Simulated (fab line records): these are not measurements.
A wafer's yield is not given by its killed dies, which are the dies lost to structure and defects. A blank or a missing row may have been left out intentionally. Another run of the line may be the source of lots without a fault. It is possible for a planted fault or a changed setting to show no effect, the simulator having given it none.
Struck lot and sound lot, side by side    flow sfqLine    42 steps out of a route of 325
Sound: wafers L335.2, L335.3, L335.6. Struck: wafer L338.6. (L338.2, L338.3 of the same lot were not struck and are left out.) The cause comes at the end.
Per side, at each step with rows, come the tool, then ch with its chambers, and then its first start. Under that, the readings that differ: sound wafers    struck wafers    difference of the means    sigmas: that difference in standard deviations of wafers without a fault.
alike: same words and numbers on both sides, and readings whose means sit less than 2 such deviations apart. not compared: any withheld reading, any reading some wafer has no value for, any bound like >300 that may hide the same value, and any number with overlapping values for which the record gives no deviation.
Wherever a step has rows on one side only, a row that says differs or no value, or a row with sigmas, the two part there. When numbers do not overlap yet have no deviation, they are printed without sigmas and do not part them. A reading that every wafer of one side lacks parts them only if that side has two wafers or more.

first, 6 steps without rows for these wafers: SFQ_TRILAYER_I0_VIA_LITHO_COAT_036 (resist thk 62 nm); SFQ_TRILAYER_I0_VIA_LITHO_COAT_031 (resist thk 650 nm); SFQ_TRILAYER_I0_VIA_LITHO_SOFTBAKE_035; SFQ_TRILAYER_I0_VIA_LITHO_EXPOSE_032 (exposes mask I0, target cd 500 nm); SFQ_TRILAYER_I0_VIA_LITHO_PEB_034 (peb time 60 s); SFQ_TRILAYER_I0_VIA_LITHO_DEVELOP_033 (time 60 s).
SFQ_I0_OVL_MEAS_908:
  struck on overlay-01, day 16 03:30; sound on overlay-01, day 15 04:42
  alike: I0_OVL
then, 2 steps without rows for these wafers: SFQ_TRILAYER_I0_VIA_BARC_OPEN_VIA_ETCH_046 (etches BARC in O2, target depth 125 nm, time 41.7 s); SFQ_TRILAYER_I0_VIA_ETCH_VIA_ETCH_034 (etches SiO2 in CHF3, stops on Nb, target depth 260 nm).
SFQ_TRILAYER_I0_VIA_STRIP_STRIP_035: strips in O2.
  sound on rieMetal-01 ch 0,1, day 15 04:53; struck on rieMetal-04 ch 1, day 16 03:44
reading              sound              struck  difference  sigmas
oesProductAu (a.u.)  1.023 0.991 1.022  0.992   -0.020      -2
  alike: drypumpMotorCurrentA
  not compared: rfHoursCounterH
then, 2 steps without rows for these wafers: SFQ_TRILAYER_I0_VIA_STRIP_SOLV_CLEAN_036 (cleans in NMP, time 600 s); SFQ_TRILAYER_M1_DEP_PRE_CLEAN_038 (time 22.5 s).
SFQ_TRILAYER_M1_DEP_SPUTTER_037: material Nb, target thk 200 nm, time 133.3 s.
  struck on pvdSputter-03, day 16 04:32; sound on pvdSputter-06, day 15 05:41
reading                                             sound              struck  difference  sigmas
model.Nb_of_TRILAYER_M1_DEP_SPUTTER_037.thkNm (nm)  199.6 197.6 197.7  323.5   +125.2      
  alike: basePressurePa, throttleValvePct
SFQ_M1_RS_MEAS_909: a four-point-probe measurement.
  struck on filmMetro-04, day 16 04:39; sound on filmMetro-01, day 15 05:48
reading            sound              struck  difference  sigmas
M1_NB_RS (ohm/sq)  0.889 0.899 0.898  0.547   -0.348      -35
then, 6 steps without rows for these wafers: SFQ_TRILAYER_M1_LITHO_COAT_044 (resist thk 62 nm); SFQ_TRILAYER_M1_LITHO_COAT_039 (resist thk 600 nm); SFQ_TRILAYER_M1_LITHO_SOFTBAKE_043; SFQ_TRILAYER_M1_LITHO_EXPOSE_040 (exposes mask M1, target cd 500 nm); SFQ_TRILAYER_M1_LITHO_PEB_042 (peb time 60 s); SFQ_TRILAYER_M1_LITHO_DEVELOP_041 (time 60 s).
-- the record jumps here: 5 days lie between the struck wafers' starts before and after --
SFQ_M1_OVL_MEAS_911:
  struck on overlay-01, day 20 17:25; sound on overlay-02, day 20 01:49
  alike: M1_OVL
then, 1 step without rows for these wafers: SFQ_TRILAYER_M1_BARC_OPEN_METAL_ETCH_054 (etches BARC in O2, target depth 125 nm, time 41.7 s).
SFQ_TRILAYER_M1_ETCH_METAL_ETCH_042: etches Nb in Cl2/Ar, stops on SiO2, target depth 240 nm, time 120 s.
  sound on rieMetal-01 ch 0,1, day 20 01:55; struck on rieMetal-03 ch 1, day 20 17:37
reading              sound              struck  difference  sigmas
oesProductAu (a.u.)  0.901 0.883 0.886  0.996   +0.106      +15
  alike: drypumpMotorCurrentA
  not compared: rfHoursCounterH
SFQ_TRILAYER_M1_STRIP_STRIP_043: strips in O2.
  sound on rieMetal-01 ch 0,1, day 20 02:02; struck on rieMetal-03 ch 1, day 20 18:01
  alike: drypumpMotorCurrentA, oesProductAu
  not compared: rfHoursCounterH
then, 1 step without rows for these wafers: SFQ_TRILAYER_M1_STRIP_SOLV_CLEAN_044 (cleans in NMP, time 600 s).
SFQ_TRILAYER_I1_DEP_PECVD_045: deposits SiO2 from SiH4/N2O, time 111.11 s, target thk 500 nm.
  sound on pecvd-01 ch 0,1,2, day 20 02:49; struck on pecvd-01 ch 1, day 20 19:11
  alike: heaterPowerW, showerheadVppV, throttleValvePct
  not compared: sinceWetCleanH
SFQ_TRILAYER_I1_CMP_CMP_046: polishes SiO2.
  sound on cmp-01 ch 0,3, day 20 11:17; struck on cmp-02 ch 0, day 20 23:34
  alike: motorCurrentA, timeToEndpointS
SFQ_I1_BOW_MEAS_912:
  struck on filmMetro-01, day 21 00:05; sound on filmMetro-04, day 20 14:18
reading      sound    struck  difference  sigmas
I1_BOW (um)  6 11 -1  21      +16         +2
then, 7 steps without rows for these wafers: SFQ_TRILAYER_I1_METRO_MEASURE_047; SFQ_TRILAYER_I1_VIA_LITHO_COAT_054 (resist thk 62 nm); SFQ_TRILAYER_I1_VIA_LITHO_COAT_049 (resist thk 650 nm); SFQ_TRILAYER_I1_VIA_LITHO_SOFTBAKE_053; SFQ_TRILAYER_I1_VIA_LITHO_EXPOSE_050 (exposes mask I1, target cd 500 nm); SFQ_TRILAYER_I1_VIA_LITHO_PEB_052 (peb time 60 s); SFQ_TRILAYER_I1_VIA_LITHO_DEVELOP_051 (time 60 s).
-- the record jumps here: 5 days lie between the struck wafers' starts before and after --
SFQ_I1_OVL_MEAS_913:
  struck on overlay-01, day 26 07:25; sound on overlay-01, day 25 22:25
  alike: I1_OVL
SFQ_TRILAYER_I1_VIA_BARC_OPEN_VIA_ETCH_071: etches BARC in O2, target depth 125 nm, time 41.7 s.
  sound on rieDiel-03 ch 1,2, day 25 22:27; struck on rieDiel-01 ch 2, day 26 07:27
  alike: drypumpMotorCurrentA, oesProductAu
  not compared: rfHoursCounterH
then, 4 steps without rows for these wafers: SFQ_TRILAYER_I1_VIA_ETCH_VIA_ETCH_052 (etches SiO2 in CHF3, stops on Nb, target depth 260 nm); SFQ_TRILAYER_I1_VIA_STRIP_STRIP_053 (strips in O2); SFQ_TRILAYER_I1_VIA_STRIP_SOLV_CLEAN_054 (cleans in NMP, time 600 s); SFQ_TRILAYER_M2_DEP_PRE_CLEAN_056 (time 22.5 s).
-- the record jumps here: 54 days lie between the struck wafers' starts before and after --
SFQ_M8_BOW_MEAS_951:
  struck on filmMetro-03, day 80 07:17; sound on filmMetro-02, day 77 20:20
reading                      sound                struck  difference  sigmas
model.etest.m1.combLog10Ohm  12 12 12             0       -12         
model.etest.m1.ohmSq         0.8903 0.899 0.8986  0.5493  -0.3467     
  alike: M8_BOW

## WHERE THEY PART
First at SFQ_TRILAYER_I0_VIA_STRIP_STRIP_035; last, within this record, at SFQ_I1_BOW_MEAS_912. Later steps at which nothing parts them and some readings are alike: SFQ_I1_OVL_MEAS_913, SFQ_TRILAYER_I1_VIA_BARC_OPEN_VIA_ETCH_071, SFQ_M8_BOW_MEAS_951.

WHY: whatever the simulator had introduced
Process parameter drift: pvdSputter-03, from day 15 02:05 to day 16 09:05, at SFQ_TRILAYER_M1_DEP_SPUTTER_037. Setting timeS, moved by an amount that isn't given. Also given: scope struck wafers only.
